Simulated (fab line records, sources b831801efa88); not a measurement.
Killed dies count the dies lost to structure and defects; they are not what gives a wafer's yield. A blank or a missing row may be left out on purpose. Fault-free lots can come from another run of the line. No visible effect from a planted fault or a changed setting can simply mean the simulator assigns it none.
fab line records | flow sky130
record lots=6 wafers=18 lastDay=50
route steps=708 shown VIA2@525 METAL3@532 CAPM@537 PAD_OPEN@708
lots untouched by any fault: they come from a run of this same line in which no faults occurred
startH: the number of hours between the record's first day and the start of the first shown wafer of the lot | waitH: hours from the lot's prior step to this one | " repeats the value in the row above | L1.1+2: a single row standing in for several wafers | - no value present, or no start provided | * or withheld: withheld | < > ~ a bound
route shown NAME@n: NAME is a module with steps in the file, n the number in the route of the first one | usual: the fault-free wafers' mean and standard deviation | same: alike in all rows | chamber/n: place in a boat | sites: each site's reading | _std_site: how widely they spread, as a standard deviation | _edge_site: the outer-site mean with the inner-site mean subtracted | radiusMm: how far each site lies from the wafer's centre | mask NAME#n: copy n | behind: the last tool/chamber to shape the wafer | hold: cause of the lot's hold/its duration in hours/its outcome | device: whichever transistor did not switch (one of n, p or np) | end of line: the same wafers' tests at the end of the route | a step with no rows: only its recipe | killed: at the first sort, the dies lost to defects and structure; wafer yield is something else | map: the dies of a wafer, with x for killed, . for not killed, _ for no die there
set.NAME: the setting as run; set.NAME@STEP: as run at that earlier step | model.NAME: the simulator's own value behind a step, which no gauge read
certain route steps with their lots: each step a table, each wafer a row
services: when a tool's chamber went out of use (startH, in hours from the record's first day, below 0 if earlier), for how many hours, and the reason
## steps
# step SKY_VIA2_CLEAN_18
# recipe chemistry=IPA timeS=180 tempC=25
# step SKY_VIA2_CLEAN_19
# recipe chemistry=O3/DIW dry=n2Spin
# step SKY_VIA2_SPUTTER_20
# recipe material=TiN targetThkNm=20 chamberPressurePa=5 powerW=4000 timeS=80
# step SKY_VIA2_CVD_21
# recipe material=W targetThkNm=420 timeS=126.4 tempC=400 pressureTorr=40
# usual heaterPowerOuterW=527/54 heaterPowerW=860/72
# columns lot.wafer tool chamber startH waitH heaterPowerOuterW heaterPowerW
L858.3 cvdW-01 0 860.32 0.1 439 742
L858.4 " 1 " " 550 861
L858.6 " 1 " " 542 857
L859.1 cvdW-02 1 874.14 0.0 606 963
L859.2 " 0 " " 556 925
L859.3 " 0 " " 562 909
L864.1 cvdW-01 1 910.43 0.0 545 901
L864.2 " 0 " " 422 740
L864.4 " 1 " " 552 884
L869.1 cvdW-01 0 950.44 0.0 443 745
L869.3 " 1 " " 565 866
L869.5 " 1 " " 545 896
L871.1 cvdW-02 1 970.71 0.0 533 839
L871.3 " 1 " " 516 826
L871.4 " 0 " " 555 880
L879.2 cvdW-01 0 1023.97 0.0 433 738
L879.3 " 0 " " 441 729
L879.6 " 1 " " 559 895
# step SKY_VIA2_RS_MEAS_22
# recipe thkMeasGauge=four-point-probe reads=W_of_VIA2_CVD_21+TiN_of_VIA2_SPUTTER_20
# usual VIA2_W_RS=0.2725/0.0029
# columns lot.wafer tool chamber startH waitH VIA2_W_RS[ohm/sq]
L858.3 filmMetro-04 - 860.45 0.1 0.2703
L858.4 " - " " 0.2740
L858.6 " - " " 0.2761
L859.1 filmMetro-03 - 874.27 0.1 0.2726
L859.2 " - " " 0.2681
L859.3 " - " " 0.2702
L864.1 filmMetro-02 - 910.56 0.1 0.2764
L864.2 " - " " 0.2712
L864.4 " - " " 0.2726
L869.1 filmMetro-04 - 950.57 0.1 0.2748
L869.3 " - " " 0.2771
L869.5 " - " " 0.2791
L871.1 filmMetro-03 - 970.84 0.1 0.2730
L871.3 " - " " 0.2742
L871.4 " - " " 0.2716
L879.2 filmMetro-04 - 1024.12 0.1 0.2715
L879.3 " - " " 0.2731
L879.6 " - " " 0.2746
# step SKY_VIA2_THK_MEAS_23
# recipe thkMeasGauge=xrf reads=W_of_VIA2_CVD_21
# usual VIA2_W_THK=428/6.8
# columns lot.wafer tool chamber startH waitH VIA2_W_THK[nm]
L858.3 filmMetro-04 - 860.55 0.1 424
L858.4 " - " " 416
L858.6 " - " " 419
L859.1 filmMetro-03 - 874.39 0.1 432
L859.2 " - " " 442
L859.3 " - " " 438
L864.1 filmMetro-02 - 910.68 0.1 427
L864.2 " - " " 433
L864.4 " - " " 430
L869.1 filmMetro-04 - 950.69 0.1 418
L869.3 " - " " 414
L869.5 " - " " 415
L871.1 filmMetro-03 - 970.96 0.1 422
L871.3 " - " " 423
L871.4 " - " " 427
L879.2 filmMetro-04 - 1024.23 0.1 428
L879.3 " - " " 424
L879.6 " - " " 422
# step SKY_VIA2_CMP_24
# recipe stopOn=SiO2 tOverpolishS=20 downForcePsi=3.5 platenRpm=60 targetThkNm=0 padVelocityMS=0.94248
# step SKY_METAL3_SPUTTER_00
# recipe material=Ti targetThkNm=15 powerW=3000 timeS=10 chamberPressurePa=0.4
# step SKY_METAL3_SPUTTER_01
# recipe material=TiN targetThkNm=20 powerW=6500 timeS=16.7 chamberPressurePa=0.4
# usual throttleValvePct=30.4/0.99
# columns lot.wafer tool chamber startH waitH throttleValvePct
L858.3 pvdSputter-04 - 860.91 0.0 29.3
L858.4 " - " " 29.7
L858.6 " - " " 30.9
L859.1 pvdSputter-01 - 874.77 0.0 30.4
L859.2 " - " " 29.8
L859.3 " - " " 29.6
L864.1 pvdSputter-03 - 911.07 0.0 31.0
L864.2 " - " " 31.5
L864.4 " - " " 29.6
L869.1 pvdSputter-04 - 951.32 0.0 31.1
L869.3 " - " " 30.5
L869.5 " - " " 29.3
L871.1 pvdSputter-04 - 971.34 0.0 29.4
L871.3 " - " " 30.5
L871.4 " - " " 30.8
L879.2 pvdSputter-04 - 1024.60 0.0 30.5
L879.3 " - " " 29.1
L879.6 " - " " 30.5
# step SKY_METAL3_SPUTTER_02
# recipe material=AlCu targetThkNm=735 powerW=10600 timeS=39.1 chamberPressurePa=0.4
# usual throttleValvePct=30.3/0.98
# columns lot.wafer tool chamber startH waitH throttleValvePct
L858.3 pvdSputter-04 - 860.94 0.0 29.3
L858.4 " - " " 29.4
L858.6 " - " " 31.0
L859.1 pvdSputter-01 - 874.80 0.0 30.3
L859.2 " - " " 30.0
L859.3 " - " " 29.4
L864.1 pvdSputter-03 - 911.09 0.0 30.9
L864.2 " - " " 31.7
L864.4 " - " " 29.8
L869.1 pvdSputter-04 - 951.35 0.0 30.9
L869.3 " - " " 30.7
L869.5 " - " " 29.6
L871.1 pvdSputter-04 - 971.37 0.0 29.3
L871.3 " - " " 30.6
L871.4 " - " " 31.0
L879.2 pvdSputter-04 - 1024.63 0.0 30.6
L879.3 " - " " 29.1
L879.6 " - " " 30.4
# step SKY_METAL3_SPUTTER_03
# recipe material=Ti targetThkNm=5 powerW=3000 timeS=3.3 chamberPressurePa=0.4
# usual throttleValvePct=30.4/0.98
# columns lot.wafer tool chamber startH waitH throttleValvePct
L858.3 pvdSputter-04 - 860.99 0.0 29.4
L858.4 " - " " 29.5
L858.6 " - " " 31.3
L859.1 pvdSputter-01 - 874.83 0.0 30.3
L859.2 " - " " 29.9
L859.3 " - " " 29.4
L864.1 pvdSputter-03 - 911.13 0.0 30.8
L864.2 " - " " 31.6
L864.4 " - " " 29.4
L869.1 pvdSputter-04 - 951.39 0.0 31.2
L869.3 " - " " 30.9
L869.5 " - " " 29.2
L871.1 pvdSputter-04 - 971.41 0.0 29.1
L871.3 " - " " 30.4
L871.4 " - " " 31.0
L879.2 pvdSputter-04 - 1024.67 0.0 30.3
L879.3 " - " " 29.2
L879.6 " - " " 30.6
# step SKY_METAL3_SPUTTER_04
# recipe material=TiN targetThkNm=70 powerW=6500 timeS=58.3 chamberPressurePa=0.4
# usual throttleValvePct=30.4/0.98
# columns lot.wafer tool chamber startH waitH throttleValvePct
L858.3 pvdSputter-04 - 861.01 0.0 29.5
L858.4 " - " " 29.7
L858.6 " - " " 31.1
L859.1 pvdSputter-01 - 874.85 0.0 30.2
L859.2 " - " " 29.7
L859.3 " - " " 29.4
L864.1 pvdSputter-03 - 911.15 0.0 30.9
L864.2 " - " " 31.5
L864.4 " - " " 29.6
L869.1 pvdSputter-04 - 951.41 0.0 31.2
L869.3 " - " " 31.0
L869.5 " - " " 29.5
L871.1 pvdSputter-04 - 971.43 0.0 29.2
L871.3 " - " " 30.8
L871.4 " - " " 31.1
L879.2 pvdSputter-04 - 1024.69 0.0 30.4
L879.3 " - " " 29.3
L879.6 " - " " 30.4
# step SKY_CAPM_CVD_00
# recipe material=SiO2 targetThkNm=15.5 tempC=400 timeS=withheld rfW=450
# usual heaterPowerOuterW=403/70 heaterPowerW=679/100
# columns lot.wafer tool chamber startH waitH heaterPowerOuterW heaterPowerW model.SiO2_of_CAPM_CVD_00.thkNm
L858.3 pecvd-01 0 861.06 0.0 317 521 15.62
L858.4 " 2 " " 359 648 15.57
L858.6 " 0 " " 316 540 15.93
L859.1 pecvd-03 2 874.90 0.0 398 719 15.32
L859.2 " 0 " " 414 656 15.26
L859.3 " 1 " " 361 618 15.29
L864.1 pecvd-01 2 911.20 0.0 382 670 26.15
L864.2 " 1 " " 418 651 26.14
L864.4 " 2 " " 384 689 26.52
L869.1 pecvd-01 1 951.46 0.0 457 722 26.15
L869.3 " 0 " " 315 504 26.32
L869.5 " 2 " " 327 601 26.47
L871.1 pecvd-02 0 971.48 0.0 538 911 15.11
L871.3 " 1 " " 462 721 15.07
L871.4 " 0 " " 530 915 15.42
L879.2 pecvd-03 2 1024.74 0.0 404 706 15.28
L879.3 " 1 " " 383 618 15.42
L879.6 " 1 " " 381 618 15.42
# step SKY_CAPM_THK_MEAS_01
# recipe reads=SiO2_of_CAPM_CVD_00
# usual CAPM_CVD_00_THK=15.50/0.22
# columns lot.wafer tool chamber startH waitH hold CAPM_CVD_00_THK[nm]
L858.3 filmMetro-01 - 861.10 - - 15.63
L858.4 " - " " - 15.57
L858.6 " - " " - 15.94
L859.1 filmMetro-01 - 874.92 - - 15.34
L859.2 " - " " - 15.29
L859.3 " - " " - 15.36
L864.1 filmMetro-03 - 911.22 - awaitDispo/0.2h/release 26.15
L864.2 " - " " awaitDispo/0.2h/release 26.12
L864.4 " - " " awaitDispo/0.2h/release 26.58
L864.1 filmMetro-03 - 911.48 0.2 - 26.11
L864.2 " - " " - 26.14
L864.4 " - " " - 26.51
L869.1 filmMetro-01 - 951.48 - awaitDispo/0.2h/release 26.16
L869.3 " - " " awaitDispo/0.2h/release 26.35
L869.5 " - " " awaitDispo/0.2h/release 26.54
L869.1 filmMetro-01 - 951.77 0.3 - 26.16
L869.3 " - " " - 26.31
L869.5 " - " " - 26.47
L871.1 filmMetro-03 - 971.50 - - 15.16
L871.3 " - " " - 15.07
L871.4 " - " " - 15.37
L879.2 filmMetro-03 - 1024.77 - - 15.24
L879.3 " - " " - 15.43
L879.6 " - " " - 15.42
# step SKY_PAD_OPEN_PROBE_99
# usual defectLimitedYield=82.1/1.8 killed_at_M0_to_M3=45/6.9 killed_at_M4_up=3.2/1.8 killedAtContacts=25/5.3 killedAtFrontEnd=16/4.3 killedAtOther=0.2/0.52 killedDies=88/8.7 killedOpen=48/6.5 killedShort=40/6 sort_bin_3_pad_short=0.9/0.4 sort_bin_5_function=10.8/1.5 sort_bin_6_memory=6.3/1 sortNPass=404/8.7 sortYieldPct=82.1/1.8
# same grossDies=492 killedAtBackSide=0 sort_bin_4_leakage[%]=0 sort_bin_8_speed[%]=0
# columns lot.wafer tool chamber startH waitH defectLimitedYield[%] killed_at_M0_to_M3 killed_at_M4_up killedAtContacts killedAtFrontEnd killedAtOther killedDies killedOpen killedShort sort_bin_3_pad_short[%] sort_bin_5_function[%] sort_bin_6_memory[%] sortNPass sortYieldPct[%]
L858.3 prober-01 - 1083.93 0.2 85.6 32 2 21 16 0 71 47 23 1.0 8.7 4.7 421 85.6
L858.4 prober-01 - 1083.98 0.2 83.3 49 1 23 8 1 82 45 36 0.4 10.4 5.9 410 83.3
L858.6 prober-01 - 1084.08 0.2 84.8 32 7 22 14 0 75 35 39 1.0 10.0 4.3 417 84.8
L859.1 prober-02 - 1095.32 0.1 79.9 58 1 24 16 0 99 53 46 1.8 10.8 7.5 393 79.9
L859.2 prober-02 - 1095.37 0.1 83.5 47 6 15 13 0 81 44 37 0.4 8.1 7.9 411 83.5
L859.3 prober-02 - 1095.42 0.2 81.9 45 2 23 19 0 89 48 41 1.4 10.6 6.1 403 81.9
L871.1 prober-02 - 1173.14 0.1 81.3 51 3 20 17 1 92 48 44 0.4 11.4 6.9 400 81.3
L871.3 prober-02 - 1173.24 0.2 82.9 47 7 19 11 0 84 44 40 1.0 10.4 5.7 408 82.9
L871.4 prober-02 - 1173.29 0.2 80.1 45 6 25 20 2 98 51 47 0.8 12.6 6.5 394 80.1
# killed by level:class
L858.3 CONTACT:geometricParticle:open=10 VIA1:geometricParticle:open=10 POLY_GATE:geometricParticle:open=7 VIA2:geometricParticle:open=5 FIELD_ISO:geometricParticle:open=4 LI_CONTACT:geometricParticle:short=4 LOCAL_INTERCONNECT:geometricParticle:short=4 METAL1:geometricParticle:short=4
L858.4 VIA1:geometricParticle:open=14 CONTACT:geometricParticle:open=8 VIA1:geometricParticle:short=8 LI_CONTACT:geometricParticle:open=7 VIA3:geometricParticle:open=6 CONTACT:geometricParticle:short=5 METAL1:geometricParticle:short=4 VIA2:geometricParticle:short=4
L858.6 LI_CONTACT:geometricParticle:open=6 LOCAL_INTERCONNECT:geometricParticle:short=6 VIA1:geometricParticle:short=6 VIA3:geometricParticle:open=6 CONTACT:geometricParticle:open=5 FIELD_ISO:geometricParticle:short=4 VIA2:geometricParticle:open=4 VIA1:geometricParticle:open=4
L859.1 VIA2:geometricParticle:open=13 VIA1:geometricParticle:open=12 CONTACT:geometricParticle:open=7 CONTACT:geometricParticle:short=7 VIA1:geometricParticle:short=7 POLY_GATE:geometricParticle:short=6 METAL1:geometricParticle:short=6 POLY_GATE:geometricParticle:open=5
L859.2 VIA1:geometricParticle:open=13 VIA2:geometricParticle:open=9 VIA3:geometricParticle:open=7 POLY_GATE:geometricParticle:short=6 LI_CONTACT:geometricParticle:open=5 VIA1:geometricParticle:short=5 FIELD_ISO:geometricParticle:open=4 METAL1:geometricParticle:short=4
L859.3 LI_CONTACT:geometricParticle:open=9 VIA1:geometricParticle:open=8 VIA3:geometricParticle:open=8 FIELD_ISO:geometricParticle:short=6 CONTACT:geometricParticle:open=6 METAL2:geometricParticle:short=6 VIA2:geometricParticle:open=6 POLY_GATE:geometricParticle:short=5
L871.1 VIA1:geometricParticle:short=11 VIA1:geometricParticle:open=9 CONTACT:geometricParticle:open=8 VIA2:geometricParticle:open=7 FIELD_ISO:geometricParticle:open=5 CONTACT:geometricParticle:short=5 VIA3:geometricParticle:open=5 FIELD_ISO:geometricParticle:short=4
L871.3 VIA1:geometricParticle:open=10 METAL2:geometricParticle:short=9 LI_CONTACT:geometricParticle:open=8 FIELD_ISO:geometricParticle:open=6 CONTACT:geometricParticle:open=6 METAL1:geometricParticle:short=6 VIA1:geometricParticle:short=5 METAL4:geometricParticle:short=5
L871.4 VIA1:geometricParticle:short=8 VIA3:geometricParticle:open=8 LI_CONTACT:geometricParticle:open=8 FIELD_ISO:geometricParticle:open=7 CONTACT:geometricParticle:open=7 VIA1:geometricParticle:open=7 METAL2:geometricParticle:short=6 LOCAL_INTERCONNECT:geometricParticle:short=5
## services
# columns tool chamber startH hours kind
pvdSputter-01 - 837.56 9.8 repair
pecvd-01 2 841.26 4.0 repair
cvdW-01 - 844.42 0.9 repair
cvdW-02 - 849.60 6.0 pm
pvdSputter-04 - 861.83 0.6 repair
pecvd-02 - 863.16 0.7 repair
pvdSputter-04 - 890.03 5.5 repair
pecvd-02 1 895.63 3.1 repair
cvdW-02 - 904.11 14.0 pm
pvdSputter-04 - 916.67 18.9 repair
pvdSputter-03 - 917.11 9.1 repair
cvdW-02 - 921.73 1.2 repair
pvdSputter-01 1 940.97 - consumableReplace:kit
pvdSputter-01 1 940.97 18.0 scheduledDown
pvdSputter-04 2 975.30 - consumableReplace:kit
pvdSputter-04 2 975.30 18.0 scheduledDown
pvdSputter-04 2 975.30 18.0 ventCycle
pvdSputter-04 - 977.28 4.2 repair
pecvd-01 - 980.02 6.0 pm
pvdSputter-04 - 983.30 3.3 repair
pecvd-02 - 984.67 6.0 pm
pecvd-01 - 987.58 1.4 repair
cvdW-01 - 995.15 5.5 repair
cvdW-01 - 1008.58 2.8 pm
## key
firstSign step=SKY_CAPM_THK_MEAS_01 reading=visit direction=added
effect step=SKY_CAPM_THK_MEAS_01 reading=CAPM_CVD_00_THK direction=up sigmas=49 usual=15.50 struck=26.32
modelEffect step=SKY_CAPM_CVD_00 value=SiO2_of_CAPM_CVD_00.thkNm without=15.73 struck=26.29
metAt SKY_CAPM_CVD_00
struckWafers L864.1,L864.2,L864.4,L869.1,L869.3,L869.5
scrappedBehind SKY_CAPM_THK_MEAS_01 L864.1,L864.2,L864.4,L869.1,L869.3,L869.5
onsetBetween 861.06 911.20
fault kind=processParameterDrift tool=pecvd-01 chamber=- onsetH=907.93 steps=SKY_CAPM_CVD_00 channel=targetThkNm offset=10.593 shape=step endH=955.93 actsIn=theseRecipesOnly stated=15.5
